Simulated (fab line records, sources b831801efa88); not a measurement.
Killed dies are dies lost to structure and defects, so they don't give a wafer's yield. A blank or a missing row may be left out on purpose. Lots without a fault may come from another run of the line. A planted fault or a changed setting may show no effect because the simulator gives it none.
Which tool did it? | flow gf180mcu | 11 lots, 33 wafers sampled, at 3 steps of a route of 602

WHAT THE GAUGES READ, wafer by wafer
GF_NSD_TW_MEAS_12.
lot  | measured     | on            | NSD_TW
L270 | day 13 19:53 | film_metro-01 | 4261 4227 4269
L271 | day 14 09:41 | film_metro-02 | 4243 4255 4239
L272 | day 15 00:53 | film_metro-01 | 4257 4282 4255
L273 | day 15 09:10 | film_metro-03 | 4291 4296 4262
L280 | day 17 15:36 | film_metro-01 | 4096 4083 4084
L283 | day 18 13:43 | film_metro-02 | 4241 4251 4258
L284 | day 19 09:12 | film_metro-03 | 4112 4125 4130
L286 | day 19 13:51 | film_metro-03 | 4292 4271 4291
L288 | day 20 14:08 | film_metro-01 | 4243 4245 4252
L292 | day 21 15:41 | film_metro-02 | 4261 4272 4282
L291 | day 21 17:10 | film_metro-02 | 4292 4278 4289

WHICH TOOL RAN EACH LOT (tool, then ch and the chambers of the sampled wafers, then the start)
lot  | GF_NSD_IMPLANT_09               | GF_NSD_STRIP_11
L270 | implanter-01 ch 0, day 13 19:29 | plasma_asher-03 ch 0,1, day 13 19:47
L271 | implanter-03 ch 0, day 14 09:17 | plasma_asher-04 ch 0,1, day 14 09:34
L272 | implanter-02 ch 0, day 15 00:31 | plasma_asher-03 ch 1, day 15 00:47
L273 | implanter-02 ch 0, day 15 08:46 | plasma_asher-04 ch 0,1, day 15 09:04
L280 | implanter-03 ch 0, day 17 15:14 | plasma_asher-04 ch 0,1, day 17 15:31
L283 | implanter-01 ch 0, day 18 13:19 | plasma_asher-01 ch 0,1, day 18 13:37
L284 | implanter-03 ch 0, day 19 08:48 | plasma_asher-04 ch 0,1, day 19 09:06
L286 | implanter-01 ch 0, day 19 13:27 | plasma_asher-04 ch 0,1, day 19 13:45
L288 | implanter-01 ch 0, day 20 13:46 | plasma_asher-01 ch 0,1, day 20 14:03
L292 | implanter-03 ch 0, day 21 15:19 | plasma_asher-03 ch 0,1, day 21 15:36
L291 | implanter-01 ch 0, day 21 16:46 | plasma_asher-03 ch 0,1, day 21 17:04
- GF_NSD_IMPLANT_09
- GF_NSD_STRIP_11: strips in O2/N2.

THE ANSWER, worked out from the rows above alone
Rule: what is usual is taken from the lots themselves. Put in order of their means at a reading, lots are off if they are a third of the lots or fewer, leave a main group of 4 or more, and stand apart from it by a gap of 3 or more times the standard deviation of the main group's means; of several such gaps the widest counts. A main group whose means are all the same, to the digits that the tables above print for the reading, isn't used. A lot without any number at a reading at which 4 lots or more have one is off too. The other lots that the step has rows for count as sound.
Off: L280, L284, at GF_NSD_TW_MEAS_12 (NSD_TW). The main group: mean 4265, standard deviation 16.
A tool fits if, at a process step before that reading, it ran every lot that is off, and no sound lot after the first of them. The gauges at GF_NSD_TW_MEAS_12 are tried like those tools. None of those tried fits.

WHAT THE SIMULATOR HAD PUT IN
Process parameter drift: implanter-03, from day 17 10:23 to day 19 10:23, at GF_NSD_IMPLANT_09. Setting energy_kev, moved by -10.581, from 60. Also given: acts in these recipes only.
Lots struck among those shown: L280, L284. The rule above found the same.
